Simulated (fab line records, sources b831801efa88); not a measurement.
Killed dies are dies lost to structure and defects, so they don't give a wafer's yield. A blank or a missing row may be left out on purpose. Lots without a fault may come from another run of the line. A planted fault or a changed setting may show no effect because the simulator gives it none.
fab line records | flow gf180mcu
record lots=5 wafers=15 last_day=33
route steps=602 shown M2@375 V2@382 M3@409
lots that met no fault: from a run of the same line without faults
start_h: hours from the record's first day to the start of the lot's first wafer shown | wait_h: hours since the lot's step before | " the same as in the row above | L1.1+2: a row that stands for several wafers | - no value, or no start given | * or withheld: withheld | < > ~ a bound
route shown NAME@n: a module of which the file shows steps, and the number in the route of the first | usual: mean/standard deviation of fault-free wafers | same: alike in all rows | chamber/n: place in a boat | sites: the reading at each site | _std_site: their standard deviation | _edge_site: outer sites' mean less inner sites' | radius_mm: how far each site lies from the wafer's centre | mask NAME#n: copy n | behind: the tool/chamber that last shaped the wafer | hold: why the lot was held/for how many hours/how that ended | device: the transistor (n, p or np) that didn't switch | end of line: the same wafers' tests at the end of the route | a step without rows: its recipe alone | killed: dies lost to structure and defects at the first sort, not the wafer's yield | map: a wafer's dies, x killed, . not, _ none there
set.NAME: the setting as run; set.NAME@STEP: as run at that earlier step | model.NAME: the simulator's own value behind a step, which no gauge read
lots at some steps of the route; a table a step, a row a wafer
services: from which hour (start_h, from the record's first day; less than 0 if before it) a tool's chamber was out of use, for how many hours, and why
## steps
# step GF_M2_DEVELOP_13
# recipe develop_time_s=60 dev_temp_c=21
# columns lot.wafer tool chamber start_h wait_h
L076.1+3+5 litho_track-02 0 457.56 0.2
L078.2+4+5 litho_track-02 0 475.99 0.2
L077.2+3+5 litho_track-04 0 478.94 0.2
L089.3+4+5 litho_track-04 0 562.42 0.1
L094.3+4+6 litho_track-04 0 599.57 0.1
# step GF_M2_CD_MEAS_14
# recipe target_cd_nm=280
# usual cd_nm=279.9/1
# columns lot.wafer tool chamber start_h wait_h cd_nm
L076.1 cd_sem-02 - 457.71 0.1 280.5
L076.3 " - " " 281.1
L076.5 " - " " 279.9
L078.2 cd_sem-02 - 476.13 0.1 281.0
L078.4 " - " " 280.7
L078.5 " - " " 279.9
L077.2 cd_sem-01 - 479.09 0.1 279.4
L077.3 " - " " 280.2
L077.5 " - " " 278.9
L089.3 cd_sem-01 - 562.59 0.2 279.6
L089.4 " - " " 279.7
L089.5 " - " " 280.1
L094.3 cd_sem-02 - 599.71 0.1 279.4
L094.4 " - " " 279.5
L094.6 " - " " 279.6
# step GF_M2_OVL_MEAS_15
# usual M2_OVL=-1/5.1
# columns lot.wafer tool chamber start_h wait_h M2_OVL[nm]
L076.1 overlay-01 - 457.83 0.1 1
L076.3 " - " " -1
L076.5 " - " " 1
L078.2 overlay-02 - 476.24 0.1 -2
L078.4 " - " " -10
L078.5 " - " " -1
L077.2 overlay-02 - 479.19 0.1 1
L077.3 " - " " 4
L077.5 " - " " 7
L089.3 overlay-01 - 562.69 0.1 3
L089.4 " - " " 2
L089.5 " - " " 2
L094.3 overlay-01 - 599.80 0.1 -3
L094.4 " - " " -2
L094.6 " - " " -4
# step GF_M2_METAL_ETCH_16
# recipe chemistry=Cl2/BCl3 mask_material=KrF target_depth_nm=627.5 stop_on=SiO2 pressure_mtorr=8 icp_w=800 bias_w=140 Cl2_flow_sccm=80 bcl3_flow_sccm=40 time_s=104.6
# usual drypump_motor_current_A=5.95/0.22 oes_product_au=0.972/0.008 throttle_valve_pct=28.250/0.013
# columns lot.wafer tool chamber start_h wait_h drypump_motor_current_A oes_product_au rf_hours_counter_h throttle_valve_pct
L076.1 rie_metal-03 0 457.87 0.0 6.17 0.976 6 28.245
L076.3 " 0 " " 6.12 0.978 - 28.237
L076.5 " 0 " " 6.16 0.973 - 28.276
L078.2 rie_metal-03 0 476.31 0.1 6.15 0.971 - 28.246
L078.4 " 0 " " 6.20 0.974 - 28.257
L078.5 " 0 " " 6.17 0.970 - 28.254
L077.2 rie_metal-04 1 479.22 0.0 5.51 0.979 8 28.240
L077.3 " 1 " " 5.49 0.964 - 28.250
L077.5 " 0 " " 6.18 0.971 - 28.252
L089.3 rie_metal-01 1 562.75 0.1 5.87 0.974 - 28.253
L089.4 " 0 " " 5.83 0.963 - 28.253
L089.5 " 0 " " 5.84 0.965 - 28.264
L094.3 rie_metal-04 0 599.86 0.1 6.19 0.969 - 28.258
L094.4 " 1 " " 5.50 0.974 - 28.242
L094.6 " 1 " " 5.50 0.969 - 28.257
# step GF_M2_STRIP_17
# recipe chemistry=O2/N2 power_w=1400 pressure_mtorr=1500 platen_temp_c=250 o2_flow_sccm=3000 n2_flow_sccm=300 overash_fraction=0.5
# usual drypump_motor_current_A=5.5/0.43 heater_power_w=346/48 oes_product_au=0.559/0.0052 strip_time_to_endpoint_s=7.88/0.053
# columns lot.wafer tool chamber start_h wait_h drypump_motor_current_A heater_power_w oes_product_au rf_hours_counter_h strip_time_to_endpoint_s
L076.1 plasma_asher-01 1 457.98 0.1 6.1 290 0.560 3 7.88
L076.3 " 1 " " 6.1 296 0.567 - 7.91
L076.5 " 1 " " 6.1 298 0.553 - 7.89
L078.2 plasma_asher-01 0 476.49 0.1 5.9 328 0.562 5 7.98
L078.4 " 0 " " 5.9 331 0.569 - 7.97
L078.5 " 1 " " 6.1 291 0.566 - 7.96
L077.2 plasma_asher-04 1 479.34 0.1 4.9 324 0.557 69 7.90
L077.3 " 0 " " 5.6 402 0.566 - 7.90
L077.5 " 1 " " 4.9 328 0.560 - 7.96
L089.3 plasma_asher-01 1 562.85 0.1 6.1 288 0.564 - 7.90
L089.4 " 0 " " 5.9 322 0.555 - 7.86
L089.5 " 1 " " 6.1 294 0.561 - 7.85
L094.3 plasma_asher-01 0 599.97 0.1 5.9 334 0.558 - 7.94
L094.4 " 1 " " 6.0 290 0.555 - 7.88
L094.6 " 0 " " 5.9 339 0.557 - 7.93
# step GF_M2_STRIP_18
# recipe chemistry=post_etch_residue_remover time_s=1200 temp_c=72.5
# columns lot.wafer tool chamber start_h wait_h
L076.1+3+5 wet_bench-02 1 458.08 0.1
L078.2+4+5 wet_bench-02 1 476.59 0.1
L077.2+3+5 wet_bench-04 1 479.44 0.1
L089.3+4+5 wet_bench-01 2 562.92 0.0
L094.3+4+6 wet_bench-04 0 600.03 0.0
# step GF_M2_CLEAN_19
# recipe chemistry=DIW dry=n2_spin
# columns lot.wafer tool chamber start_h wait_h
L076.1+3+5 wet_bench-04 2 458.42 0.0
L078.2+4+5 wet_bench-04 3 476.93 0.0
L077.2+3+5 wet_bench-02 0 479.81 0.0
L089.3+4+5 wet_bench-02 3 563.26 0.0
L094.3+4+6 wet_bench-02 2 600.38 0.0
# step GF_V2_CVD_00
# recipe material=SiO2 target_thk_nm=600 sigma_open_frac=0.3 temp_c=400 time_s=100 sih4_flow_sccm=60 pressure_mtorr=6
# columns lot.wafer tool chamber start_h wait_h
L076.1+3+5 hdpcvd-01 1,2,1 458.51 0.0
L078.2+4+5 hdpcvd-02 2,0,2 477.03 0.0
L077.2+3+5 hdpcvd-01 2,1,1 479.90 0.0
L089.3+4+5 hdpcvd-01 2,2,0 563.35 0.0
L094.3+4+6 hdpcvd-01 2,2,0 600.47 0.0
# step GF_V2_THK_MEAS_01
# recipe reads=SiO2_of_V2_CVD_00
# usual V2_CVD_00_THK=601/6
# columns lot.wafer tool chamber start_h wait_h V2_CVD_00_THK[nm]
L076.1 film_metro-01 - 458.59 0.0 589
L076.3 " - " " 603
L076.5 " - " " 599
L078.2 film_metro-03 - 477.12 0.0 598
L078.4 " - " " 613
L078.5 " - " " 605
L077.2 film_metro-03 - 479.98 0.0 608
L077.3 " - " " 595
L077.5 " - " " 586
L089.3 film_metro-03 - 563.45 0.1 595
L089.4 " - " " 591
L089.5 " - " " 608
L094.3 film_metro-03 - 600.56 0.1 597
L094.4 " - " " 602
L094.6 " - " " 613
# step GF_V2_CVD_02
# recipe material=SiO2 target_thk_nm=850 precursor=TEOS temp_c=400 time_s=94.851 rf_w=600
# usual heater_power_w=645/84
# columns lot.wafer tool chamber start_h wait_h heater_power_w
L076.1 pecvd-02 0 458.65 0.1 615
L076.3 " 1 " " 674
L076.5 " 0 " " 691
L078.2 pecvd-01 2 477.17 0.0 709
L078.4 " 0 " " 716
L078.5 " 2 " " 729
L077.2 pecvd-01 0 480.03 0.0 612
L077.3 " 1 " " 564
L077.5 " 1 " " 602
L089.3 pecvd-01 0 563.49 0.0 647
L089.4 " 1 " " 592
L089.5 " 2 " " 701
L094.3 pecvd-01 1 600.60 0.0 600
L094.4 " 2 " " 713
L094.6 " 0 " " 642
# step GF_V2_THK_MEAS_03
# recipe reads=SiO2_of_V2_CVD_02
# usual V2_CVD_02_THK=851/12
# columns lot.wafer tool chamber start_h wait_h V2_CVD_02_THK[nm]
L076.1 film_metro-01 - 458.75 0.1 837
L076.3 " - " " 864
L076.5 " - " " 863
L078.2 film_metro-01 - 477.25 0.0 837
L078.4 " - " " 858
L078.5 " - " " 837
L077.2 film_metro-01 - 480.11 0.0 852
L077.3 " - " " 834
L077.5 " - " " 862
L089.3 film_metro-04 - 563.58 0.1 832
L089.4 " - " " 847
L089.5 " - " " 852
L094.3 film_metro-01 - 600.69 0.1 852
L094.4 " - " " 854
L094.6 " - " " 871
# step GF_V2_CMP_04
# recipe material=SiO2 down_force_psi=4 platen_rpm=60 pad_velocity_m_s=0.94248
# usual motor_current_A=12.3/1 slurry_flow_ml_min=150.0/0.46 time_to_endpoint_s=79/6.5
# columns lot.wafer tool chamber start_h wait_h motor_current_A slurry_flow_ml_min time_to_endpoint_s
L076.3 cmp-02 1 458.86 0.1 12.8 150.1 86
L076.1 " 3 " " 12.4 150.3 76
L076.5 " 0 " " 10.6 150.0 89
L078.4 cmp-01 0 477.30 0.0 14.3 149.2 80
L078.2 " 2 " " 11.9 150.7 71
L078.5 " 1 " " 12.0 149.9 73
L077.3 cmp-01 0 480.16 0.0 13.8 149.5 70
L077.2 " 2 " " 12.6 149.8 74
L077.5 " 1 " " 11.9 149.7 78
L089.4 cmp-01 1 563.67 0.1 12.0 150.2 75
L089.3 " 2 " " 12.2 150.7 70
L089.5 " 1 " " 11.6 150.1 78
L094.3 cmp-01 1 601.00 0.3 11.5 149.3 76
L094.4 " 2 " " 12.9 149.8 77
L094.6 " 3 " " 11.5 150.4 88
# step GF_V2_BOW_MEAS_05
# recipe mode=bow
# usual V2_BOW=99/8.5
# columns lot.wafer tool chamber start_h wait_h V2_BOW[um]
L076.1 film_metro-04 - 459.11 0.1 99
L076.3 " - " " 101
L076.5 " - " " 91
L078.2 film_metro-04 - 477.62 0.2 102
L078.4 " - " " 106
L078.5 " - " " 96
L077.2 film_metro-04 - 480.48 0.2 107
L077.3 " - " " 108
L077.5 " - " " 102
L089.3 film_metro-01 - 563.96 0.2 114
L089.4 " - " " 96
L089.5 " - " " 108
L094.3 film_metro-03 - 601.24 0.2 100
L094.4 " - " " 101
L094.6 " - " " 105
# step GF_V2_DEHYDRATE_06
# recipe temp_c=200 time_s=60
# columns lot.wafer tool chamber start_h wait_h
L076.1+3+5 litho_track-03 0 470.67 11.5
L078.2+4+5 litho_track-01 0 488.74 11.1
L077.2+3+5 litho_track-01 0 491.14 10.6
L089.3+4+5 litho_track-02 0 574.56 10.6
L094.3+4+6 litho_track-02 0 611.16 9.9
# step GF_V2_HMDS_07
# recipe prime_time_s=60 prime_temp_c=120
# columns lot.wafer tool chamber start_h wait_h
L076.1+3+5 litho_track-03 0 470.82 0.1
L078.2+4+5 litho_track-01 0 488.89 0.1
L077.2+3+5 litho_track-01 0 491.29 0.1
L089.3+4+5 litho_track-02 0 574.71 0.1
L094.3+4+6 litho_track-02 0 611.31 0.1
# step GF_V2_COAT_08
# recipe resist=BARC temp_c=withheld time_s=withheld spin_rpm=withheld resist_thk_nm=withheld
# columns lot.wafer tool chamber start_h wait_h
L076.1+3+5 litho_track-03 0 470.97 0.1
L078.2+4+5 litho_track-01 0 489.04 0.1
L077.2+3+5 litho_track-01 0 491.44 0.1
L089.3+4+5 litho_track-02 0 574.86 0.1
L094.3+4+6 litho_track-02 0 611.46 0.1
# step GF_V2_COAT_09
# recipe resist=KrF spin_rpm=withheld resist_thk_nm=1000
# columns lot.wafer tool chamber start_h wait_h
L076.1+3+5 litho_track-03 0 - -
L078.2+4+5 litho_track-01 0 - -
L077.2+3+5 litho_track-01 0 - -
L089.3+4+5 litho_track-02 0 - -
L094.3+4+6 litho_track-02 0 - -
# step GF_V2_SOFTBAKE_10
# recipe temp_c=130 time_s=60 resist=KrF
# columns lot.wafer tool chamber start_h wait_h
L076.1+3+5 litho_track-03 0 - -
L078.2+4+5 litho_track-01 0 - -
L077.2+3+5 litho_track-01 0 - -
L089.3+4+5 litho_track-02 0 - -
L094.3+4+6 litho_track-02 0 - -
# step GF_V2_EXPOSE_11
# recipe mask_id=Via2 target_cd_nm=260 na=0.68 source_shape=conventional sigma_outer=0.6 dose_mj=38
# usual reticle_temp_C=22.98/0.11
# columns lot.wafer tool chamber start_h wait_h mask reticle_temp_C
L076.1 krf_scanner-02 0 - - Via2#0 23.08
L076.3 " 0 " " Via2#0 22.96
L076.5 " 0 " " Via2#0 22.98
L078.2 krf_scanner-02 0 - - Via2#0 22.92
L078.4 " 0 " " Via2#0 22.87
L078.5 " 0 " " Via2#0 22.88
L077.2 krf_scanner-02 0 - - Via2#0 23.04
L077.3 " 0 " " Via2#0 23.00
L077.5 " 0 " " Via2#0 22.96
L089.3 krf_scanner-01 0 - - Via2#0 23.05
L089.4 " 0 " " Via2#0 23.07
L089.5 " 0 " " Via2#0 22.97
L094.3 krf_scanner-01 0 - - Via2#0 22.77
L094.4 " 0 " " Via2#0 22.81
L094.6 " 0 " " Via2#0 23.00
# step GF_V2_PEB_12
# recipe peb_temp_c=135 peb_time_s=90 resist=KrF
# columns lot.wafer tool chamber start_h wait_h
L076.1+3+5 litho_track-02 0 - -
L078.2+4+5 litho_track-03 0 - -
L077.2+3+5 litho_track-03 0 - -
L089.3+4+5 litho_track-01 0 - -
L094.3+4+6 litho_track-03 0 - -
# step GF_V2_DEVELOP_13
# recipe develop_time_s=60 resist=KrF dev_temp_c=21
# columns lot.wafer tool chamber start_h wait_h
L076.1+3+5 litho_track-02 0 483.01 0.2
L078.2+4+5 litho_track-03 0 501.34 0.2
L077.2+3+5 litho_track-03 0 503.39 0.2
L089.3+4+5 litho_track-01 0 585.77 0.1
L094.3+4+6 litho_track-03 0 621.82 0.1
# step GF_V2_CD_MEAS_14
# recipe target_cd_nm=260
# usual cd_nm=259.8/1.4
# columns lot.wafer tool chamber start_h wait_h cd_nm
L076.1 cd_sem-02 - 483.16 0.1 259.1
L076.3 " - " " 261.0
L076.5 " - " " 260.1
L078.2 cd_sem-02 - 501.49 0.1 257.3
L078.4 " - " " 258.2
L078.5 " - " " 256.9
L077.2 cd_sem-01 - 503.54 0.1 260.8
L077.3 " - " " 260.3
L077.5 " - " " 259.6
L089.3 cd_sem-01 - 585.91 0.1 261.9
L089.4 " - " " 261.3
L089.5 " - " " 262.8
L094.3 cd_sem-01 - 621.96 0.1 257.6
L094.4 " - " " 257.3
L094.6 " - " " 257.7
# step GF_V2_OVL_MEAS_15
# usual V2_OVL=5/5
# columns lot.wafer tool chamber start_h wait_h V2_OVL[nm]
L076.1 overlay-01 - 483.28 0.1 3
L076.3 " - " " 1
L076.5 " - " " 4
L078.2 overlay-02 - 501.60 0.1 2
L078.4 " - " " 6
L078.5 " - " " 7
L077.2 overlay-01 - 503.65 0.1 6
L077.3 " - " " 20
L077.5 " - " " 26
L089.3 overlay-01 - 586.00 0.1 -3
L089.4 " - " " 5
L089.5 " - " " 2
L094.3 overlay-02 - 622.05 0.1 8
L094.4 " - " " 14
L094.6 " - " " 6
# step GF_V2_ETCH_16
# recipe chemistry=N2/H2 target_depth_a=withheld overetch_a=withheld time_s=withheld target=BARC ion_energy_ev=200 source_w=500 bias_w=100 pressure_mtorr=30 n2_flow_sccm=100 h2_flow_sccm=200
# usual drypump_motor_current_A=5.7/0.47 oes_product_au=0.855/0.0052 throttle_valve_pct=13.225/0.0096
# columns lot.wafer tool chamber start_h wait_h drypump_motor_current_A oes_product_au throttle_valve_pct
L076.1 rie_diel-02 3 483.32 0.0 5.8 0.856 13.234
L076.3 " 1 " " 6.4 0.854 13.223
L076.5 " 1 " " 6.4 0.856 13.228
L078.2 rie_diel-03 1 501.63 0.0 5.6 0.849 13.240
L078.4 " 3 " " 5.7 0.857 13.227
L078.5 " 2 " " 6.4 0.862 13.214
L077.2 rie_diel-03 1 503.68 0.0 5.6 0.854 13.221
L077.3 " 0 " " 5.3 0.851 13.216
L077.5 " 1 " " 5.6 0.859 13.212
L089.3 rie_diel-03 3 586.02 0.0 5.7 0.859 13.225
L089.4 " 1 " " 5.6 0.847 13.231
L089.5 " 2 " " 6.4 0.854 13.218
L094.3 rie_diel-04 0 622.07 0.0 5.2 0.853 13.224
L094.4 " 1 " " 6.2 0.858 13.230
L094.6 " 0 " " 5.2 0.854 13.228
# step GF_V2_ETCH_17
# recipe chemistry=C4F8/O2/Ar mask_material=KrF target=SiO2 stop_on=TiN source_w=1500 bias_w=1200 pressure_mtorr=40 c4f8_flow_sccm=withheld O2_flow_sccm=6 Ar_flow_sccm=300 time_s=withheld target_depth_a=6300
# usual oes_product_au=0.855/0.005
# columns lot.wafer tool chamber start_h wait_h oes_product_au
L076.1 rie_diel-02 3 - - 0.853
L076.3 " 1 " " 0.864
L076.5 " 1 " " 0.854
L078.2 rie_diel-03 1 - - 0.865
L078.4 " 3 " " 0.850
L078.5 " 2 " " 0.851
L077.2 rie_diel-03 1 - - 0.855
L077.3 " 0 " " 0.847
L077.5 " 1 " " 0.855
L089.3 rie_diel-03 3 - - 0.859
L089.4 " 1 " " 0.854
L089.5 " 2 " " 0.851
L094.3 rie_diel-04 0 - - 0.849
L094.4 " 1 " " 0.854
L094.6 " 0 " " 0.859
# step GF_V2_STRIP_18
# recipe chemistry=O2/N2 power_w=1400 pressure_mtorr=1500 platen_temp_c=250 o2_flow_sccm=3000 n2_flow_sccm=300 overash_fraction=0.5
# usual drypump_motor_current_A=5.6/0.36 heater_power_w=340/53 oes_product_au=0.591/0.0053
# columns lot.wafer tool chamber start_h wait_h drypump_motor_current_A heater_power_w oes_product_au rf_hours_counter_h
L076.1 plasma_asher-02 0 483.45 - 5.7 284 0.590 89
L076.3 " 0 " " 5.7 278 0.588 -
L076.5 " 1 " " 5.8 344 0.595 -
L078.2 plasma_asher-03 1 501.75 - 5.4 324 0.599 37
L078.4 " 1 " " 5.4 322 0.594 -
L078.5 " 1 " " 5.4 322 0.596 -
L077.2 plasma_asher-02 1 503.80 - 5.7 347 0.594 91
L077.3 " 1 " " 5.7 336 0.590 -
L077.5 " 0 " " 5.6 272 0.602 -
L089.3 plasma_asher-03 0 586.18 - 5.0 431 0.589 -
L089.4 " 1 " " 5.4 326 0.596 -
L089.5 " 1 " " 5.4 319 0.590 -
L094.3 plasma_asher-03 1 622.24 - 5.3 318 0.589 -
L094.4 " 0 " " 5.0 435 0.597 -
L094.6 " 1 " " 5.3 318 0.593 -
# step GF_V2_STRIP_19
# recipe chemistry=post_etch_residue_remover time_s=1200 temp_c=72.5
# columns lot.wafer tool chamber start_h wait_h
L076.1+3+5 wet_bench-04 1 483.55 0.1
L078.2+4+5 wet_bench-03 3 501.85 0.1
L077.2+3+5 wet_bench-02 3 503.90 0.1
L089.3+4+5 wet_bench-02 3 586.25 0.0
L094.3+4+6 wet_bench-03 0 622.30 0.0
# step GF_V2_CLEAN_20
# recipe chemistry=DIW dry=n2_spin
# columns lot.wafer tool chamber start_h wait_h
L076.1+3+5 wet_bench-02 2 483.92 0.0
L078.2+4+5 wet_bench-04 2 502.23 0.0
L077.2+3+5 wet_bench-04 1 504.28 0.0
L089.3+4+5 wet_bench-04 3 586.62 0.0
L094.3+4+6 wet_bench-02 0 622.64 0.0
# step GF_V2_SPUTTER_21
# recipe material=Ti target_thk_nm=15 chamber_pressure_pa=5 power_w=2500 substrate_temp_c=200 time_s=80.02
# usual cathode_dc_power_W=2500.0/0.47 substrate_temp_c=200.01/0.18 throttle_valve_pct=29.8/0.91
# columns lot.wafer tool chamber start_h wait_h cathode_dc_power_W substrate_temp_c throttle_valve_pct
L076.1 pvd_sputter-03 - 484.01 0.0 2499.9 200.04 30.5
L076.3 " - " " 2499.5 200.07 28.6
L076.5 " - " " 2499.4 200.02 29.2
L078.2 pvd_sputter-04 - 502.33 0.0 2501.2 199.68 30.5
L078.4 " - " " 2500.0 199.94 28.9
L078.5 " - " " 2499.3 199.73 30.3
L077.2 pvd_sputter-02 - 504.39 0.0 2499.9 200.02 29.7
L077.3 " - " " 2499.8 200.07 29.7
L077.5 " - " " 2499.5 200.09 28.9
L089.3 pvd_sputter-03 - 586.72 0.0 2500.5 200.12 30.4
L089.4 " - " " 2500.0 199.98 30.1
L089.5 " - " " 2500.8 200.11 28.8
L094.3 pvd_sputter-03 - 622.74 0.0 2499.6 200.28 30.0
L094.4 " - " " 2499.7 199.91 28.8
L094.6 " - " " 2500.4 200.08 30.2
# step GF_V2_SPUTTER_22
# recipe material=TiN target_thk_nm=10 chamber_pressure_pa=5 power_w=4000 time_s=40
# usual cathode_dc_power_W=4000.0/0.71 throttle_valve_pct=29.8/0.9
# columns lot.wafer tool chamber start_h wait_h cathode_dc_power_W throttle_valve_pct
L076.1 pvd_sputter-03 - 484.07 0.0 4000.6 30.5
L076.3 " - " " 4000.1 29.1
L076.5 " - " " 4000.2 29.2
L078.2 pvd_sputter-04 - 502.39 0.0 3999.1 30.1
L078.4 " - " " 4000.8 28.4
L078.5 " - " " 3999.0 30.3
L077.2 pvd_sputter-02 - 504.45 0.0 3999.6 29.4
L077.3 " - " " 3998.9 29.9
L077.5 " - " " 3999.5 29.1
L089.3 pvd_sputter-03 - 586.78 0.0 4000.0 30.1
L089.4 " - " " 3999.6 29.9
L089.5 " - " " 3999.5 28.8
L094.3 pvd_sputter-03 - 622.80 0.0 4000.3 30.0
L094.4 " - " " 4000.5 28.3
L094.6 " - " " 3999.6 29.9
# step GF_V2_CVD_23
# recipe material=W target_thk_nm=350 time_s=104.94 temp_c=400 pressure_torr=40
# usual heater_power_w=848/160
# columns lot.wafer tool chamber start_h wait_h heater_power_w
L076.1 cvd_w-01 0 484.11 0.0 715
L076.3 " 1 " " 721
L076.5 " 0 " " 699
L078.2 cvd_w-01 0 502.43 0.0 722
L078.4 " 1 " " 729
L078.5 " 1 " " 724
L077.2 cvd_w-02 1 504.49 0.0 1083
L077.3 " 0 " " 988
L077.5 " 1 " " 1064
L089.3 cvd_w-02 0 586.86 0.1 1003
L089.4 " 1 " " 1089
L089.5 " 0 " " 963
L094.3 cvd_w-02 1 622.87 0.1 1059
L094.4 " 0 " " 997
L094.6 " 0 " " 1019
# step GF_V2_RS_MEAS_24
# recipe thk_meas_gauge=four-point-probe reads=W_of_V2_CVD_23+TiN_of_V2_SPUTTER_22+Ti_of_V2_SPUTTER_21
# usual V2_W_RS=0.329/0.0061
# columns lot.wafer tool chamber start_h wait_h V2_W_RS[ohm/sq]
L076.1 film_metro-03 - 484.22 0.1 0.329
L076.3 " - " " 0.322
L076.5 " - " " 0.333
L078.2 film_metro-03 - 502.56 0.1 0.325
L078.4 " - " " 0.322
L078.5 " - " " 0.321
L077.2 film_metro-03 - 504.62 0.1 0.329
L077.3 " - " " 0.340
L077.5 " - " " 0.329
L089.3 film_metro-03 - 586.98 0.1 0.341
L089.4 " - " " 0.324
L089.5 " - " " 0.341
L094.3 film_metro-01 - 622.99 0.1 0.327
L094.4 " - " " 0.332
L094.6 " - " " 0.335
# step GF_V2_THK_MEAS_25
# recipe thk_meas_gauge=xrf reads=W_of_V2_CVD_23
# usual V2_W_THK=347/7
# columns lot.wafer tool chamber start_h wait_h V2_W_THK[nm]
L076.1 film_metro-03 - 484.34 0.1 346
L076.3 " - " " 355
L076.5 " - " " 341
L078.2 film_metro-03 - 502.67 0.1 349
L078.4 " - " " 353
L078.5 " - " " 355
L077.2 film_metro-03 - 504.73 0.1 349
L077.3 " - " " 340
L077.5 " - " " 351
L089.3 film_metro-03 - 587.08 0.1 337
L089.4 " - " " 352
L089.5 " - " " 335
L094.3 film_metro-01 - 623.09 0.1 354
L094.4 " - " " 349
L094.6 " - " " 345
# step GF_V2_CMP_26
# recipe stop_on=SiO2 down_force_psi=3.5 platen_rpm=60 t_overpolish_s=15 target_thk_nm=0 pad_velocity_m_s=0.94248
# usual motor_current_A=11.2/1 overpolish_run_s=14.999/0.0094 slurry_flow_ml_min=149.9/0.49 time_to_endpoint_s=82/3.8
# columns lot.wafer tool chamber start_h wait_h motor_current_A overpolish_run_s slurry_flow_ml_min time_to_endpoint_s
L076.1 cmp-01 0 484.50 0.1 12.5 15.004 150.9 86
L076.3 " 1 " " 10.8 15.013 149.9 84
L076.5 " 3 " " 11.4 14.985 150.6 81
L078.4 cmp-01 2 502.77 0.1 11.3 14.989 150.2 80
L078.2 " 3 " " 10.6 15.000 148.9 77
L078.5 " 2 " " 11.7 15.002 150.4 79
L077.3 cmp-01 3 504.78 0.0 10.1 15.014 149.6 79
L077.2 " 0 " " 13.0 15.003 149.5 85
L077.5 " 3 " " 10.2 15.001 149.7 77
L089.3 cmp-01 2 587.12 0.0 11.1 14.997 149.9 73
L089.4 " 1 " " 10.7 15.006 149.4 79
L089.5 " 2 " " 11.6 14.990 150.4 75
L094.4 cmp-01 3 623.23 0.1 10.0 15.009 148.9 80
L094.3 " 0 " " 12.8 14.997 150.0 87
L094.6 " 2 " " 11.4 14.994 150.2 83
# step GF_M3_SPUTTER_00
# recipe material=Ti target_thk_nm=37.5 arriving_ion_energy_ev=80 substrate_temp_c=200 chamber_pressure_pa=2 power_w=4000 time_s=150
# usual cathode_dc_power_W=4000.0/0.86 substrate_temp_c=200.00/0.17 throttle_valve_pct=29.9/1.2
# columns lot.wafer tool chamber start_h wait_h cathode_dc_power_W substrate_temp_c throttle_valve_pct
L076.1 pvd_sputter-02 - 484.70 0.1 3999.6 200.22 29.6
L076.3 " - " " 4000.7 199.94 30.0
L076.5 " - " " 4000.6 200.15 29.9
L078.2 pvd_sputter-02 - 503.02 0.1 4000.9 200.01 29.7
L078.4 " - " " 3999.2 199.97 28.2
L078.5 " - " " 4000.7 199.68 29.1
L077.2 pvd_sputter-01 - 505.08 0.2 3998.7 200.17 31.9
L077.3 " - " " 4000.8 200.14 28.7
L077.5 " - " " 4000.7 199.93 32.0
L089.3 pvd_sputter-04 - 587.42 0.2 3999.3 199.87 28.8
L089.4 " - " " 4000.6 200.17 31.6
L089.5 " - " " 3998.9 199.87 30.5
L094.3 pvd_sputter-02 - 623.43 0.1 4000.0 199.87 28.1
L094.4 " - " " 3998.6 200.02 29.8
L094.6 " - " " 3999.3 199.96 28.3
# step GF_M3_SPUTTER_01
# recipe material=TiN target_thk_nm=30 power_w=6500 time_s=25 chamber_pressure_pa=0.4
# usual cathode_dc_power_W=6500.1/1.2 throttle_valve_pct=29.9/1.2
# columns lot.wafer tool chamber start_h wait_h cathode_dc_power_W throttle_valve_pct
L076.1 pvd_sputter-02 - 484.80 0.1 6501.1 29.6
L076.3 " - " " 6501.7 29.6
L076.5 " - " " 6499.9 29.9
L078.2 pvd_sputter-02 - 503.12 0.1 6498.8 29.6
L078.4 " - " " 6502.8 28.2
L078.5 " - " " 6499.7 28.9
L077.2 pvd_sputter-01 - 505.18 0.1 6502.1 31.8
L077.3 " - " " 6500.9 28.9
L077.5 " - " " 6499.4 31.9
L089.3 pvd_sputter-04 - 587.52 0.1 6498.7 28.7
L089.4 " - " " 6500.7 31.9
L089.5 " - " " 6502.4 30.6
L094.3 pvd_sputter-02 - 623.53 0.1 6499.5 28.4
L094.4 " - " " 6500.9 29.6
L094.6 " - " " 6500.0 28.7
# step GF_M3_SPUTTER_02
# recipe material=AlCu target_thk_nm=450 power_w=10600 time_s=23.9 chamber_pressure_pa=0.4
# usual cathode_dc_power_W=10600/1.9 throttle_valve_pct=29.9/1.2
# columns lot.wafer tool chamber start_h wait_h cathode_dc_power_W throttle_valve_pct
L076.1 pvd_sputter-02 - 484.83 0.0 10603 29.2
L076.3 " - " " 10599 29.8
L076.5 " - " " 10600 29.6
L078.2 pvd_sputter-02 - 503.15 0.0 10598 29.8
L078.4 " - " " 10601 28.2
L078.5 " - " " 10600 29.1
L077.2 pvd_sputter-01 - 505.21 0.0 10598 31.8
L077.3 " - " " 10599 28.8
L077.5 " - " " 10599 31.8
L089.3 pvd_sputter-04 - 587.55 0.0 10599 28.8
L089.4 " - " " 10599 31.6
L089.5 " - " " 10601 30.8
L094.3 pvd_sputter-02 - 623.56 0.0 10598 28.4
L094.4 " - " " 10603 29.6
L094.6 " - " " 10599 28.0
## services
# columns tool chamber start_h hours kind
rie_diel-04 1 435.56 2.8 repair
cvd_w-02 - 444.63 2.8 pm
wet_bench-02 - 446.75 0.9 repair
pvd_sputter-04 - 449.63 14.9 repair
krf_scanner-02 - 450.50 1.5 repair
rie_diel-02 2 464.28 1.8 repair
rie_diel-03 1 467.91 4.6 repair
pvd_sputter-04 - 468.49 2.4 repair
krf_scanner-02 - 471.54 0.8 pm
krf_scanner-02 - 472.84 0.4 repair
rie_diel-03 2 481.22 5.6 repair
cmp-01 - 485.75 0.5 repair
krf_scanner-02 - 507.47 1.1 repair
krf_scanner-02 - 519.09 1.3 pm
hdpcvd-01 - 539.27 15.0 pm
krf_scanner-02 - 541.83 1.0 pm
rie_diel-03 - 546.37 0.2 repair
pvd_sputter-02 - 557.11 2.1 repair
pecvd-01 0 558.82 4.0 repair
pvd_sputter-01 - 563.85 2.2 repair
rie_diel-03 - 565.43 15.6 pm
pvd_sputter-01 - 579.32 12.1 repair
rie_diel-03 3 590.22 1.4 repair
pvd_sputter-02 - 607.57 2.9 repair
## key
fault none
